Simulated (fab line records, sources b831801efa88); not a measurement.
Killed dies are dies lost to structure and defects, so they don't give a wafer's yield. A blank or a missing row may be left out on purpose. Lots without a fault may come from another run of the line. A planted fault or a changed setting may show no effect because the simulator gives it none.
A struck lot beside a sound one | flow gf180mcu | 17 steps out of a route of 602
Sound: wafers L139.1, L139.2, L139.4. Struck: wafers L146.1, L146.2, L146.5. The cause comes at the end.
At each step with rows: each side's tool, then ch and its chambers, then its first start. Under that, the readings that differ: sound wafers | struck wafers | difference of the means | sigmas: that difference in standard deviations of wafers without a fault.
alike: readings whose means differ by less than 2 such deviations, and words and numbers that are the same on both sides. not compared: withheld readings, readings that some wafer has no value for, bounds like >300 that may hide the same value, and numbers for which the record gives no deviation and whose values overlap.
The two part at a step that has a row with sigmas, a row that says differs or no value, or rows on one side only. Numbers that don't overlap but have no deviation are shown without sigmas and don't part them. A reading that every wafer of one side lacks parts them only if that side has two wafers or more.

first, 2 steps without rows for these wafers: GF_HV_LDD_PEB_44; GF_HV_LDD_DEVELOP_45 (develop time 60 s).
GF_HV_LDD_CD_MEAS_46: target cd 400 nm.
  sound on cd_sem-01, day 13 01:32; struck on cd_sem-01, day 15 08:41
  alike: cd_nm
GF_HV_LDD_OVL_MEAS_47:
  sound on overlay-01, day 13 01:39; struck on overlay-01, day 15 08:49
  alike: HV_LDD_03_OVL
then, 1 step without rows for these wafers: GF_HV_LDD_IMPLANT_48.
GF_HV_LDD_STRIP_49: strips in O2/N2.
  sound on plasma_asher-01 ch 0,1, day 13 01:50; struck on plasma_asher-04 ch 0,1, day 15 08:59
  reading                      | sound             | struck            | difference | sigmas
  strip_time_to_endpoint_s (s) | 12.71 12.68 12.71 | 12.58 12.60 12.63 | -0.10      | -2
  alike: drypump_motor_current_A, heater_power_w, n2_flow_sccm, oes_product_au
  not compared: rf_hours_counter_h
GF_HV_LDD_TW_MEAS_50:
  sound on film_metro-01, day 13 01:56; struck on film_metro-03, day 15 09:11
  alike: HV_LDD_4_TW
then, 1 step without rows for these wafers: GF_HV_LDD_CLEAN_51 (cleans in SC1/SC2, time 150 s).
GF_HV_LDD_RTA_52: time 10 s.
  sound on rtp_anneal-02 ch 0, day 13 02:02; struck on rtp_anneal-02 ch 0, day 15 09:17
  alike: lamp_power_pct, wafer_temp_C_max
GF_HV_LDD_RS_MEAS_53: measures by four-point-probe.
  sound on film_metro-03, day 13 02:07; struck on film_metro-03, day 15 09:22
  alike: HV_LDD_RS
then, 1 step without rows for these wafers: GF_HV_LDD_CVD_54 (deposits SiO2 from TEOS, target thk 10 nm, time 75 s).
GF_HV_LDD_THK_MEAS_55:
  sound on film_metro-01, day 13 03:15; struck on film_metro-03, day 15 10:30
  alike: HV_LDD_CVD_54_THK
GF_HV_LDD_CVD_56: deposits Si3N4 from DCS/NH3, target thk 90 nm, time 1543 s.
  sound on lpcvd-02 ch 1, day 13 03:19; struck on lpcvd-01 ch 1, day 15 10:34
  reading                                  | sound             | struck           | difference | sigmas
  model.Si3N4_of_HV_LDD_CVD_56.thk_nm (nm) | 91.99 92.31 91.59 | 83.6 83.55 83.05 | -8.6       |
GF_HV_LDD_THK_MEAS_57:
  sound on film_metro-01, day 13 04:44; struck on film_metro-03, day 15 11:59
  reading                | sound          | struck         | difference | sigmas
  HV_LDD_CVD_56_THK (nm) | 91.9 92.3 91.6 | 83.6 83.6 83.1 | -8.5       | -9
GF_HV_LDD_ETCHBACK_58: etches Si3N4 in CH3F/O2, stops on SiO2, time 100 s, target depth 90 nm.
  sound on rie_diel-04 ch 0,1,3, day 13 04:48; struck on rie_diel-04 ch 0,3, day 15 12:03
  reading                  | sound             | struck            | difference | sigmas
  oes_product_au (a.u.)    | 0.863 0.853 0.848 | 0.811 0.813 0.805 | -0.045     | -7
  model.etch.depth_nm (nm) | 91.99 92.31 91.59 | 83.6 83.55 83.05  | -8.6       |
  alike: O2_flow_sccm, ch3f_flow_sccm, drypump_motor_current_A, throttle_valve_pct
  not compared: rf_hours_counter_h
then, 2 steps without rows for these wafers: GF_NSD_DEHYDRATE_00 (time 60 s); GF_PASSIVATION_PROBE_99.

WHERE THEY PART
First at GF_HV_LDD_STRIP_49; last, within this record, at GF_HV_LDD_ETCHBACK_58.

WHY: what the simulator had put in
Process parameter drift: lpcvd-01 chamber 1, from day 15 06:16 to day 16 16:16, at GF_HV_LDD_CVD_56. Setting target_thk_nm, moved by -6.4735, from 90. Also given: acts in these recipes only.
